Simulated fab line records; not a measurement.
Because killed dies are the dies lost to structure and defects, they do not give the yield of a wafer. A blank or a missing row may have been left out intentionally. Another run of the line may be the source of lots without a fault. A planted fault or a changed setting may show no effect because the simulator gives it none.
fab line records	flow sky130	part 1 of 2: steps 1 to 26 of 27
record lots=7	wafers=20	lastDay=50
route steps=708 shown LDD_LDN@294 SPACER@304 POLY_CUT@307 PAD_OPEN@708
lots that met no fault: taken from a fault-free run of the same line
startH: the number of hours between the record's first day and the start of the first shown wafer of the lot	waitH: how many hours have passed since the lot's step before this one	" identical to the entry in the row above	L1.1+2: one row covering several wafers at once	- no value present, or no start provided	* or withheld: withheld	< > ~ a bound
route shown NAME@n: NAME is a module with steps in the file, n the number in the route of the first one	usual: mean and standard deviation over wafers with no fault	same: alike in all rows	chamber/n: place in a boat	sites: per-site readings	_std_site: standard deviation across them	_edge_site: mean of outer sites minus mean of inner sites	radiusMm: how far each site lies from the wafer's centre	mask NAME#n: copy n	behind: the last tool/chamber to shape the wafer	hold: what put the lot on hold/how long, in hours/how the hold closed	device: the transistor (n, p or np) that didn't switch	end of line: the route-end tests of the same wafers	a step without rows: its recipe alone	killed: count of dies lost to structure and defects at first sort (not the wafer's yield)	map: a wafer's dies, marking killed ones x, the rest . and places with no die _
set.NAME: the setting that was run; set.NAME@STEP: the one run at that earlier step	model.NAME: the simulator's own value behind a step, which no gauge read
a table for each step, a row for each wafer; lots at some steps of the route
services: a tool's chamber out of use, with start hour (startH, from the record's first day; less than 0 if before it), hours out, and reason
## steps
# step SKY_LDD_LDN_PEB_05
# recipe tempC=withheld	timeS=*	resist=NOVOLAK
# step SKY_LDD_LDN_DEVELOP_06
# recipe resist=NOVOLAK	developer=TMAH	developTimeS=60	devTempC=23
# step SKY_LDD_LDN_OVL_MEAS_07
# usual LDD_LDN_OVL=-0.1/1.3
lot.wafer	tool	chamber	startH	waitH	LDD_LDN_OVL[nm]
L726.1	overlay-01	-	567.61	0.1	0.6
L726.5	"	-	"	"	0.4
L726.6	"	-	"	"	-0.5
L731.2	overlay-01	-	587.71	0.1	-0.5
L731.3	"	-	"	"	-0.5
L731.5	"	-	"	"	-1.9
L732.2	overlay-02	-	599.81	0.1	-1.7
L732.3	"	-	"	"	-0.6
L732.5	"	-	"	"	0.1
L738.1	overlay-02	-	651.57	0.1	-1.1
L738.2	"	-	"	"	-0.3
L738.3	"	-	"	"	-0.5
L739.1	overlay-02	-	659.71	0.1	0.2
L739.4	"	-	"	"	1.0
L739.5	"	-	"	"	-0.1
L742.2	overlay-01	-	674.22	0.1	-0.3
L742.5	"	-	"	"	-0.2
L748.1	overlay-02	-	707.31	0.1	1.4
L748.4	"	-	"	"	0.7
L748.5	"	-	"	"	1.0
# step SKY_LDD_LDN_IMPLANT_08
# recipe species=As	energyKev=15	doseCm2=1.25e+13	tiltDeg=withheld	rotationDeg=23
# step SKY_LDD_LDN_IMPLANT_09
# recipe species=As	energyKev=15	doseCm2=1.25e+13	tiltDeg=withheld	rotationDeg=113
# step SKY_LDD_LDN_IMPLANT_10
# recipe species=As	energyKev=15	doseCm2=1.25e+13	tiltDeg=withheld	rotationDeg=203
# step SKY_LDD_LDN_IMPLANT_11
# recipe species=As	energyKev=15	doseCm2=1.25e+13	tiltDeg=withheld	rotationDeg=293
# step SKY_LDD_LDN_STRIP_12
# recipe chemistry=O2/N2	powerW=1400	pressureMtorr=1500	platenTempC=withheld	o2FlowSccm=3000	n2FlowSccm=300	overashFraction=0.5
# usual chamberPressureMTorr=1500.0/1.3	drypumpMotorCurrentA=5.7/0.57	n2FlowSccm=300.1/1	oesProductAu=0.715/0.0049	stripTimeToEndpointS=14.17/0.034
lot.wafer	tool	chamber	startH	waitH	chamberPressureMTorr	drypumpMotorCurrentA	n2FlowSccm	oesProductAu	rfHoursCounterH	stripTimeToEndpointS
L726.1	plasmaAsher-01	0	568.24	0.1	1502.9	5.8	300.2	0.719	14	14.17
L726.5	"	1	"	"	1498.8	4.9	298.8	0.718	-	14.20
L726.6	"	0	"	"	1499.1	5.8	301.5	0.719	-	14.15
L731.2	plasmaAsher-01	0	588.34	0.1	1501.3	5.8	298.9	0.713	17	14.16
L731.3	"	1	"	"	1498.2	4.9	299.7	0.722	-	14.19
L731.5	"	1	"	"	1501.0	4.9	300.5	0.723	-	14.20
L732.2	plasmaAsher-01	0	600.44	0.1	1500.1	5.8	298.3	0.720	19	14.16
L732.3	"	0	"	"	1499.9	5.8	298.4	0.716	-	14.19
L732.5	"	0	"	"	1500.1	5.8	299.8	0.714	-	14.11
L738.1	plasmaAsher-02	0	652.20	0.1	1498.8	6.6	301.3	0.710	53	14.26
L738.2	"	1	"	"	1501.0	5.7	301.1	0.715	53	14.23
L738.3	"	0	"	"	1499.9	6.6	300.8	0.718	-	14.18
L739.1	plasmaAsher-01	1	660.34	0.1	1497.4	4.9	301.2	0.714	26	14.14
L739.4	"	1	"	"	1498.9	4.9	300.8	0.719	-	14.19
L739.5	"	1	"	"	1500.4	4.9	300.4	0.712	-	14.16
L742.2	plasmaAsher-03	1	674.85	0.1	1499.7	5.6	299.7	0.711	94	14.17
L742.5	"	0	"	"	1499.8	6.2	300.9	0.716	-	14.21
L748.1	plasmaAsher-02	1	707.94	0.1	1501.1	5.7	299.6	0.708	58	14.15
L748.4	"	1	"	"	1498.4	5.7	301.1	0.714	-	14.14
L748.5	"	1	"	"	1498.7	5.7	301.8	0.721	-	14.14
# step SKY_LDD_LDN_TW_MEAS_13
# usual LDD_LDN_TW=1453/11
lot.wafer	tool	chamber	startH	waitH	LDD_LDN_TW
L726.1	filmMetro-03	-	568.34	0.1	1454
L726.5	"	-	"	"	1454
L726.6	"	-	"	"	1455
L731.2	filmMetro-03	-	588.45	0.1	1455
L731.3	"	-	"	"	1466
L731.5	"	-	"	"	1458
L732.2	filmMetro-02	-	600.55	0.1	1460
L732.3	"	-	"	"	1457
L732.5	"	-	"	"	1451
L738.1	filmMetro-04	-	652.30	0.1	1439
L738.2	"	-	"	"	1438
L738.3	"	-	"	"	1438
L739.1	filmMetro-02	-	660.44	0.1	1475
L739.4	"	-	"	"	1471
L739.5	"	-	"	"	1470
L742.2	filmMetro-02	-	674.96	0.1	1454
L742.5	"	-	"	"	1464
L748.1	filmMetro-03	-	708.04	0.1	1453
L748.4	"	-	"	"	1461
L748.5	"	-	"	"	1457
# step SKY_LDD_LDN_CLEAN_14
# recipe chemistry=SC1/SC2	mix=1:4:20	tempC=70	timeS=150	dry=n2Spin
# step SKY_SPACER_CVD_00
# recipe material=Si3N4	precursor=DCS/NH3	targetThkNm=43.1	tempC=770	timeS=740	pressureMtorr=250
# step SKY_SPACER_THK_MEAS_01
# recipe reads=Si3N4_of_SPACER_CVD_00
# usual SPACER_CVD_00_THK=43.2/0.42
lot.wafer	tool	chamber	startH	waitH	SPACER_CVD_00_THK[nm]
L726.1	filmMetro-01	-	570.67	0.0	44.2
L726.5	"	-	"	"	43.8
L726.6	"	-	"	"	43.6
L731.2	filmMetro-03	-	589.78	0.0	43.0
L731.3	"	-	"	"	43.2
L731.5	"	-	"	"	43.1
L732.2	filmMetro-01	-	601.87	0.0	42.7
L732.3	"	-	"	"	43.0
L732.5	"	-	"	"	43.3
L738.1	filmMetro-04	-	653.62	0.0	44.0
L738.2	"	-	"	"	43.9
L738.3	"	-	"	"	44.1
L739.1	filmMetro-01	-	661.76	0.0	42.9
L739.4	"	-	"	"	43.2
L739.5	"	-	"	"	43.1
L742.2	filmMetro-01	-	676.28	0.0	43.7
L742.5	"	-	"	"	43.3
L748.1	filmMetro-01	-	711.58	0.0	43.1
L748.4	"	-	"	"	42.8
L748.5	"	-	"	"	42.8
# step SKY_SPACER_ETCHBACK_02
# recipe chemistry=CH3F/O2	target=Si3N4	stopOn=SiO2	sourceW=400	biasW=80	pressureMtorr=25	ch3fFlowSccm=40	O2_flow_sccm=30	timeS=46.7	targetDepthA=450
# usual chamberPressureMTorr=25.001/0.023	drypumpMotorCurrentA=5.7/0.42	oesProductAu=0.856/0.0063	runLengthS=75.0/0.43	throttleValvePct=10.563/0.0088
lot.wafer	tool	chamber	startH	waitH	chamberPressureMTorr	drypumpMotorCurrentA	oesProductAu	rfHoursCounterH	runLengthS	throttleValvePct	model.SiO2_of_SONOS_ONO_CVD_04.thkNm
L726.1	rieDiel-02	1	570.73	0.1	24.972	6.5	0.862	6	75.1	10.566	4.138
L726.5	"	0	"	"	24.973	5.4	0.861	-	75.6	10.557	4.086
L726.6	"	1	"	"	24.970	6.5	0.858	-	74.7	10.569	4.163
L731.2	rieDiel-01	1	589.83	0.0	24.971	6.2	0.852	17	74.7	10.566	4.281
L731.3	"	2	"	"	25.058	5.9	0.861	4	74.7	10.574	4.224
L731.5	"	2	"	"	25.004	6.0	0.854	-	74.8	10.566	4.292
L732.2	rieDiel-03	1	601.92	0.0	24.998	5.5	0.851	4	74.8	10.563	4.06
L732.3	"	3	"	"	24.998	5.8	0.855	1	74.6	10.556	4.084
L732.5	"	3	"	"	24.997	5.8	0.864	-	74.9	10.574	4.019
L738.1	rieDiel-02	2	653.68	0.1	25.005	5.2	0.762	12	86.5	10.550	3.002
L738.2	"	3	"	"	24.966	5.3	0.761	2	88.1	10.549	2.936
L738.3	"	1	"	"	24.995	6.5	0.872	7	75.1	10.555	4.302
L739.1	rieDiel-02	0	661.82	0.1	25.014	5.4	0.760	52	88.0	10.551	3.026
L739.4	"	2	"	"	24.998	5.2	0.859	12	74.9	10.563	4.173
L739.5	"	2	"	"	24.972	5.1	0.861	-	74.4	10.546	4.172
L742.2	rieDiel-02	0	676.33	0.0	24.990	5.4	0.757	52	87.6	10.558	2.975
L742.5	"	2	"	"	24.982	5.1	0.861	-	74.2	10.563	4.105
L748.1	rieDiel-03	2	711.64	0.1	25.016	5.6	0.857	2	75.6	10.562	4.184
L748.4	"	1	"	"	24.969	5.6	0.849	7	75.1	10.558	4.215
L748.5	"	2	"	"	25.009	5.7	0.845	-	75.9	10.554	4.256
# step SKY_POLY_CUT_DEHYDRATE_00
# recipe tempC=200	timeS=60
# step SKY_POLY_CUT_HMDS_01
# recipe primeTimeS=60	primeTempC=120
# step SKY_POLY_CUT_COAT_02
# recipe resist=BARC	tempC=withheld	timeS=withheld	spinRpm=3000	resistThkNm=60
# step SKY_POLY_CUT_COAT_03
# recipe resist=KrF-thick	spinRpm=3000	resistThkNm=450
# step SKY_POLY_CUT_SOFTBAKE_04
# recipe tempC=100	timeS=90	resist=KrF-thick
# step SKY_POLY_CUT_EXPOSE_05
# recipe maskId=NPCM	na=0.8	sourceShape=annular	sigmaInner=0.55	sigmaOuter=0.85	targetCdNm=270	doseMj=32
# step SKY_POLY_CUT_PEB_06
# recipe pebTempC=withheld	pebTimeS=withheld	resist=KrF-thick
# step SKY_POLY_CUT_DEVELOP_07
# recipe developTimeS=60	resist=KrF-thick	devTempC=21
# step SKY_POLY_CUT_CD_MEAS_08
# recipe targetCdNm=270
# usual cdNm=270.1/1.4
lot.wafer	tool	chamber	startH	waitH	cdNm
L726.1	cdSem-01	-	600.16	-	270.6
L726.5	"	-	"	"	270.0
L726.6	"	-	"	"	270.6
L731.2	cdSem-02	-	618.99	-	267.4
L731.3	"	-	"	"	268.7
L731.5	"	-	"	"	268.3
L732.2	cdSem-01	-	630.54	-	271.0
L732.3	"	-	"	"	272.3
L732.5	"	-	"	"	271.7
L738.1	cdSem-02	-	681.74	-	270.1
L738.2	"	-	"	"	269.9
L738.3	"	-	"	"	269.8
L739.1	cdSem-01	-	689.74	-	269.5
L739.4	"	-	"	"	270.1
L739.5	"	-	"	"	268.5
L742.2	cdSem-02	-	704.36	-	269.2
L742.5	"	-	"	"	269.4
L748.1	cdSem-02	-	739.61	-	269.0
L748.4	"	-	"	"	269.0
L748.5	"	-	"	"	269.5
# step SKY_POLY_CUT_OVL_MEAS_09
# usual POLY_CUT_OVL=2/4.6
lot.wafer	tool	chamber	startH	waitH	POLY_CUT_OVL[nm]
L726.1	overlay-01	-	600.28	0.1	0
L726.5	"	-	"	"	-1
L726.6	"	-	"	"	-1
L731.2	overlay-02	-	619.09	0.1	4
L731.3	"	-	"	"	-1
L731.5	"	-	"	"	0
L732.2	overlay-02	-	630.64	0.1	5
L732.3	"	-	"	"	2
L732.5	"	-	"	"	4
L738.1	overlay-01	-	681.86	0.1	8
L738.2	"	-	"	"	5
L738.3	"	-	"	"	4
L739.1	overlay-02	-	689.86	0.1	3
L739.4	"	-	"	"	-1
L739.5	"	-	"	"	2
L742.2	overlay-02	-	704.47	0.1	-1
L742.5	"	-	"	"	1
L748.1	overlay-02	-	739.73	0.1	-2
L748.4	"	-	"	"	-1
L748.5	"	-	"	"	-1
# step SKY_POLY_CUT_ETCH_10
# recipe chemistry=N2/H2	target=BARC	ionEnergyEv=200	sourceW=500	biasW=100	pressureMtorr=30	n2FlowSccm=100	h2FlowSccm=200	stopOn=SiO2	timeS=45.9	targetDepthA=600
# usual chamberPressureMTorr=29.999/0.028	drypumpMotorCurrentA=5.70/0.3	h2FlowSccm=200.0/0.63	n2FlowSccm=99.97/0.28	oesProductAu=0.854/0.0046	throttleValvePct=13.226/0.0091
# same timeS=45.9
lot.wafer	tool	chamber	startH	waitH	chamberPressureMTorr	drypumpMotorCurrentA	h2FlowSccm	n2FlowSccm	oesProductAu	rfHoursCounterH	throttleValvePct
L726.1	rieDiel-04	1	600.31	0.0	30.030	6.03	200.8	99.98	0.849	7	13.217
L726.5	"	0	"	"	29.970	5.82	200.6	100.11	0.854	-	13.214
L726.6	"	1	"	"	29.944	6.03	200.7	99.90	0.849	-	13.233
L731.2	rieDiel-02	1	619.12	0.0	29.965	6.47	200.4	100.35	0.847	7	13.234
L731.3	"	2	"	"	29.979	5.16	199.8	100.37	0.857	11	13.251
L731.5	"	0	"	"	30.016	5.37	199.6	99.99	0.857	-	13.227
L732.2	rieDiel-04	2	630.67	0.0	30.024	5.60	200.1	99.81	0.849	11	13.219
L732.3	"	0	"	"	29.974	5.84	199.9	100.02	0.843	18	13.220
L732.5	"	2	"	"	30.019	5.60	199.8	99.58	0.860	-	13.241
L738.1	rieDiel-02	0	681.90	0.0	29.999	5.36	200.0	99.88	0.858	52	13.224
L738.2	"	2	"	"	29.983	5.16	200.2	100.50	0.856	12	13.233
L738.3	"	1	"	"	30.052	6.47	200.0	99.98	0.857	8	13.233
L739.1	rieDiel-04	1	689.90	0.0	29.987	6.08	200.0	99.94	0.851	9	13.227
L739.4	"	2	"	"	30.017	5.60	200.0	100.63	0.852	12	13.225
L739.5	"	1	"	"	30.008	6.04	199.8	99.99	0.849	-	13.214
L742.2	rieDiel-04	1	704.50	0.0	30.019	6.08	200.3	99.93	0.855	9	13.209
L742.5	"	1	"	"	30.013	6.06	199.2	99.93	0.860	-	13.220
L748.1	rieDiel-03	1	739.76	0.0	29.976	5.55	199.9	99.77	0.862	7	13.219
L748.4	"	0	"	"	30.004	6.02	200.0	100.42	0.853	29	13.217
L748.5	"	2	"	"	30.000	5.66	200.2	99.66	0.847	-	13.220
# step SKY_POLY_CUT_ETCH_11
# recipe target=Si3N4	chemistry=CF4/CH2F2/Ar	stopOn=poly-Si	sourceW=600	biasW=150	pressureMtorr=40	cf4FlowSccm=40	ch2f2FlowSccm=20	Ar_flow_sccm=150	timeS=42.5	targetDepthA=600
# usual chamberPressureMTorr=40.00/0.036	drypumpMotorCurrentA=5.70/0.29	mfcArSccm=150.0/0.46	oesProductAu=0.830/0.0063	throttleValvePct=14.993/0.0095
# same timeS=42.5
lot.wafer	tool	chamber	startH	waitH	chamberPressureMTorr	drypumpMotorCurrentA	mfcArSccm	oesProductAu	rfHoursCounterH	throttleValvePct	model.etch.depthNm	model.POLY_CUT.featureDepthNm
L726.1	rieDiel-04	1	600.35	0.0	39.95	6.05	149.9	0.828	7	14.994	61.8	61.8
L726.5	"	0	"	"	40.00	5.82	149.8	0.826	-	14.977	61.55	61.55
L726.6	"	1	"	"	40.01	6.07	150.4	0.837	-	15.001	62.46	62.46
L731.2	rieDiel-02	1	619.17	0.0	40.02	6.46	149.6	0.830	7	14.994	61.86	61.86
L731.3	"	2	"	"	40.02	5.14	151.1	0.838	11	14.974	62.37	62.37
L731.5	"	0	"	"	39.98	5.38	149.9	0.822	-	15.009	61.39	61.39
L732.2	rieDiel-04	2	630.72	0.0	39.99	5.64	151.0	0.831	11	14.992	61.6	61.6
L732.3	"	0	"	"	39.98	5.83	150.3	0.832	18	14.973	62.04	62.04
L732.5	"	2	"	"	39.99	5.59	149.1	0.834	-	14.980	62.46	62.46
L738.1	rieDiel-02	0	681.94	0.0	40.03	5.38	150.0	0.813	52	14.980	59.33	59.33
L738.2	"	2	"	"	40.00	5.15	150.8	0.803	12	14.990	58.55	58.55
L738.3	"	1	"	"	39.98	6.48	149.5	0.837	8	14.987	62.18	62.18
L739.1	rieDiel-04	1	689.94	0.0	40.02	6.04	150.3	0.797	9	14.988	57.87	57.87
L739.4	"	2	"	"	39.96	5.60	149.5	0.834	12	15.023	61.93	61.93
L739.5	"	1	"	"	40.00	6.06	150.3	0.838	-	14.999	61.48	61.48
L742.2	rieDiel-04	1	704.54	0.0	40.03	6.00	150.1	0.801	9	15.010	58.72	58.72
L742.5	"	1	"	"	39.99	6.02	150.3	0.827	-	15.007	61.98	61.98
L748.1	rieDiel-03	1	739.80	0.0	39.99	5.55	149.7	0.816	7	14.987	61.17	61.17
L748.4	"	0	"	"	40.00	5.99	149.1	0.816	29	15.007	61.22	61.22
L748.5	"	2	"	"	40.02	5.66	150.6	0.830	-	15.005	61.22	61.22
# step SKY_POLY_CUT_STRIP_12
# recipe chemistry=O2/N2	powerW=1400	pressureMtorr=1500	platenTempC=withheld	o2FlowSccm=3000	n2FlowSccm=300	overashFraction=0.5
# usual chamberPressureMTorr=1499.9/1.3	drypumpMotorCurrentA=5.8/0.54	n2FlowSccm=300.1/0.86	oesProductAu=0.453/0.0046	stripTimeToEndpointS=5.353/0.013
lot.wafer	tool	chamber	startH	waitH	chamberPressureMTorr	drypumpMotorCurrentA	n2FlowSccm	oesProductAu	rfHoursCounterH	stripTimeToEndpointS
L726.1	plasmaAsher-02	0	600.40	0.0	1498.7	6.7	300.4	0.450	50	5.328
L726.5	"	1	"	"	1501.0	5.7	301.0	0.458	-	5.344
L726.6	"	0	"	"	1498.2	6.7	302.0	0.454	-	5.320
L731.2	plasmaAsher-04	0	619.21	0.0	1498.4	5.0	302.3	0.451	79	5.329
L731.3	"	1	"	"	1500.1	5.9	301.0	0.451	-	5.338
L731.5	"	0	"	"	1498.5	5.0	300.8	0.453	-	5.348
L732.2	plasmaAsher-04	1	630.76	0.0	1497.5	5.9	299.3	0.447	81	5.328
L732.3	"	0	"	"	1499.8	5.0	300.5	0.451	-	5.334
L732.5	"	0	"	"	1498.3	5.0	299.8	0.448	-	5.357
L738.1	plasmaAsher-04	1	681.98	0.0	1497.6	5.9	301.1	0.456	86	5.367
L738.2	"	0	"	"	1499.2	5.0	299.4	0.458	86	5.329
L738.3	"	0	"	"	1500.8	5.0	301.0	0.454	-	5.354
L739.1	plasmaAsher-03	1	689.98	0.0	1501.9	5.6	300.5	0.455	95	5.363
L739.4	"	0	"	"	1498.8	6.2	298.7	0.450	-	5.376
L739.5	"	0	"	"	1501.0	6.2	301.1	0.447	-	5.365
L742.2	plasmaAsher-02	0	704.58	0.0	1501.3	6.6	299.5	0.449	58	5.360
L742.5	"	0	"	"	1502.9	6.7	300.5	0.449	-	5.356
L748.1	plasmaAsher-02	0	739.84	0.0	1500.8	6.7	298.8	0.457	62	5.347
L748.4	"	0	"	"	1498.7	6.7	300.3	0.446	-	5.370
L748.5	"	1	"	"	1499.3	5.7	300.6	0.444	-	5.347
## key
firstSign step=SKY_SPACER_ETCHBACK_02	reading=runLengthS	direction=up	sigmas=29	usual=*	struck=*
effect step=SKY_SPACER_ETCHBACK_02	reading=oesProductAu	direction=down	sigmas=15	usual=0.856	struck=0.760
effect step=SKY_POLY_CUT_ETCH_11	reading=oesProductAu	direction=down	sigmas=4.2	usual=0.830	struck=0.804
modelEffect step=SKY_SPACER_ETCHBACK_02	value=SiO2_of_SONOS_ONO_CVD_04.thkNm	without=4.215	struck=2.985
modelEffect step=SKY_POLY_CUT_ETCH_11	value=etch.depthNm	without=62.03	struck=58.62
modelEffect step=SKY_PAD_OPEN_PROBE_99	value=etest.pfet_01v8.rOnOhmUm	without=2958	struck=2819
metAt SKY_SPACER_ETCHBACK_02
struckWafers L738.1,L738.2,L739.1,L742.2
testerLeftOut L738,L739,L742
onsetBetween 570.73 653.68
fault kind=processParameterDrift	tool=rieDiel-02	chamber=-	onsetH=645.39	steps=SKY_SPACER_ETCHBACK_02	channel=timeS	offset=*	shape=step	endH=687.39	scope=struckWafersOnly	actsIn=*	stated=*
# testerLeftOut: of these lots the tester's yield and bins aren't shown, on N5 and GAA mostly nor the transistor test; their killed dies are dies lost to structure and defects alone, not to doping, threshold or leakage, so they don't give the yield
